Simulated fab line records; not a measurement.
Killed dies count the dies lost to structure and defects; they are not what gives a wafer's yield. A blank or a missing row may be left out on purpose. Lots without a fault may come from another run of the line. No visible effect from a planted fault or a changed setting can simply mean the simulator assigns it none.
Matching of chambers ; flow sky130 ; SKY_VIA3_CMP_24 on cmp-01: 4 sister chambers
The step polishes, stops on SiO2, t overpolish 20 s, target thk 0 nm. 27 wafers are shown with their chamber, then 12 later ones without.

== WAFERS WITH THEIR CHAMBER ==
wafer;chamber;motor current A (A);time to endpoint s (s);overpolish run s (s)
L076.1;0;11.2;97;19.997
L076.4;2;8.5;91;20.002
L076.6;2;8.7;94;20.004
L077.4;1;10.1;98;20.011
L077.5;1;9.9;101;20.012
L077.6;0;11.2;94;20.007
L078.1;0;11.2;95;20.002
L078.3;3;11.9;90;19.988
L078.6;2;9.0;90;20.004
L080.1;1;10.4;97;19.986
L080.2;0;10.4;93;20.002
L080.6;3;11.6;89;20.022
L082.1;1;10.2;100;19.995
L082.3;0;10.3;100;19.994
L082.6;2;8.4;89;20.007
L082.2;3;11.1;97;20.000
L082.4;2;8.1;92;19.990
L082.5;1;10.2;104;19.982
L087.1;1;10.1;109;19.997
L087.3;3;12.2;99;19.996
L087.4;0;10.5;107;20.002
L090.1;0;11.0;103;19.992
L090.4;1;10.3;104;20.012
L090.6;3;11.2;100;20.010
L092.2;1;10.1;104;20.002
L092.3;2;8.3;93;20.005
L092.4;3;11.9;95;20.012

SIGNATURES (averages over the wafers above)
reading;chamber 0;chamber 1;chamber 2;chamber 3;scatter within a chamber
motor current A;10.829;10.162;8.500;11.650;0.337
time to endpoint s;98.43;102.12;91.50;95.00;4.12
overpolish run s;19.99943;19.99963;20.00200;20.00467;0.0095
Rule: for a wafer and a chamber, the distance is found by dividing, reading by reading, the gap between the wafer's reading and the chamber's mean by the reading's scatter, squaring, summing and taking the root. The wafer belongs to the nearest chamber; if the next one is less than 2 further off, it can't be placed. The scatter: the root of (the sum of the squares of (reading less its chamber's mean) over the shown wafers, divided by (wafers less chambers)).

== WAFERS WITHOUT THEIR CHAMBER ==
wafer;motor current A (A);time to endpoint s (s);overpolish run s (s)
L092.1;11.5;99;19.995
L092.5;8.2;95;19.991
L092.6;11.4;95;19.984
L093.3;12.2;93;20.007
L093.4;10.3;104;19.999
L093.5;8.3;92;20.011
L094.1;10.3;100;19.992
L094.4;11.2;96;19.993
L094.5;10.3;103;19.988
L096.2;10.8;102;20.001
L096.4;10.2;109;20.003
L096.6;8.6;96;19.993

== CHAMBER TAKEN BY EACH ==
wafer;from the rows above;in truth
L092.1;can't be placed: 3 or 0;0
L092.5;2;2
L092.6;can't be placed: 3 or 0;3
L093.3;3;3
L093.4;can't be placed: 1 or 0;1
L093.5;2;2
L094.1;can't be placed: 1 or 0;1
L094.4;can't be placed: 0 or 3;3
L094.5;can't be placed: 1 or 0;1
L096.2;can't be placed: 0 or 1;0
L096.4;can't be placed: 1 or 0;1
L096.6;2;2
Correctly placed: 4 of 12. Cannot be placed on the basis of these rows: 8; the candidates contain the true chamber in 8. 0 placed wrongly.
